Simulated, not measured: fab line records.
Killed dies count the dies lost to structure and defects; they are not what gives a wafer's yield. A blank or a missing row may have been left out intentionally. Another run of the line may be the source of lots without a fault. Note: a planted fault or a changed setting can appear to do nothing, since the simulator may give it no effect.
Which tool did it? -- flow sfq_line -- 16 lots, 48 wafers sampled, at 1 step of a route of 325

== WHAT EACH GAUGE READ, for each wafer ==
The record lacks any reading of a measuring or inspecting step that a usual standard deviation could be used to judge.

== WHAT TOOL EACH LOT RAN ON (gives the tool, then ch and the chambers of the sampled wafers, and finally the start) ==
lot,SFQ_TRILAYER_I7_VIA_BARC_OPEN_VIA_ETCH_260
L645,"rie_diel-02 ch 0,1,2, day 80 22:32"
L646,"rie_diel-04 ch 1,3, day 82 05:23"
L648,"rie_diel-04 ch 1,2,3, day 82 10:11"
L649,"rie_diel-01 ch 0,1,3, day 82 16:01"
L650,"rie_diel-02 ch 0,2, day 82 17:13"
L651,"rie_diel-04 ch 1,2, day 85 17:58"
L652,"rie_diel-01 ch 0,2,3, day 89 14:30"
L653,"rie_diel-01 ch 0,2,3, day 89 21:27"
L654,"rie_diel-04 ch 0,1,2, day 94 08:51"
L655,"rie_diel-02 ch 0,2,3, day 95 10:03"
L656,"rie_diel-01 ch 1,3, day 95 13:39"
L657,"rie_diel-04 ch 1,2,3, day 95 17:15"
L658,"rie_diel-04 ch 1,2,3, day 95 22:03"
L659,"rie_diel-01 ch 0,2,3, day 96 07:39"
L660,"rie_diel-04 ch 0,2,3, day 96 17:25"
L661,"rie_diel-02 ch 2,3, day 96 19:49"
- SFQ_TRILAYER_I7_VIA_BARC_OPEN_VIA_ETCH_260: etches BARC in O2, target depth 125 nm, time 41.7 s.

== AS READ BY THE TOOLS THEMSELVES (means over the sampled wafers that have a number; for cases with no such wafer, the mark the record gives instead) ==
SFQ_TRILAYER_I7_VIA_BARC_OPEN_VIA_ETCH_260. Usual: drypump_motor_current_A 5.8 A, standard deviation 0.41; oes_product_au 0.685 a.u., standard deviation 0.0047; rf_fwd_power_W 494.5 W, standard deviation 2.1; run_length_s 70.2 s, standard deviation 0.4.
lot,tool,drypump_motor_current_A (A),oes_product_au (a.u.),rf_fwd_power_W (W),run_length_s (s),flag
L645,rie_diel-02,6.1,0.685,494.6,70.2,
L646,rie_diel-04,5.9,0.683,495.8,70.0,
L648,rie_diel-04,5.8,0.683,496.1,70.2,
L649,rie_diel-01,5.7,0.684,495.4,70.0,
L650,rie_diel-02,6.3,0.686,494.3,70.6,
L651,rie_diel-04,5.7,0.683,495.8,70.2,
L652,rie_diel-01,5.5,0.687,493.6,69.8,
L653,rie_diel-01,5.5,0.685,495.1,70.2,
L654,rie_diel-04,5.9,0.685,493.5,70.7,
L655,rie_diel-02,6.1,0.687,494.0,70.6,
L656,rie_diel-01,5.5,0.682,498.0,69.9,
L657,rie_diel-04,5.8,0.683,494.5,70.4,
L658,rie_diel-04,5.8,0.811,495.1,60.7,OFF
L659,rie_diel-01,5.5,0.814,494.5,60.5,OFF
L660,rie_diel-04,5.8,0.815,491.9,60.8,OFF
L661,rie_diel-02,5.9,0.813,494.1,61.2,OFF

== THE ANSWER, worked out from the rows above alone ==
Rule: a lot is off if the mean of its wafers that have a number lies more than 3 standard deviations from the usual mean. A lot without any number at a reading at which 4 lots or more have one is off too. The other lots that the step has rows for count as sound. The gauges are gone through in route order, then the tools' own readings, and for those a lot's mean is taken as printed above. The first step at which some lot is off is used, and at that step the reading that is off furthest; a lot without a number counts as furthest.
Off: L658, L659, L660, L661 (SFQ_TRILAYER_I7_VIA_BARC_OPEN_VIA_ETCH_260, oes_product_au).
A tool fits if, at that step or a process step before it, it ran every lot that is off, and no sound lot after the first of them. None of those tried fits.

== WHAT THE SIMULATOR PUT IN ==
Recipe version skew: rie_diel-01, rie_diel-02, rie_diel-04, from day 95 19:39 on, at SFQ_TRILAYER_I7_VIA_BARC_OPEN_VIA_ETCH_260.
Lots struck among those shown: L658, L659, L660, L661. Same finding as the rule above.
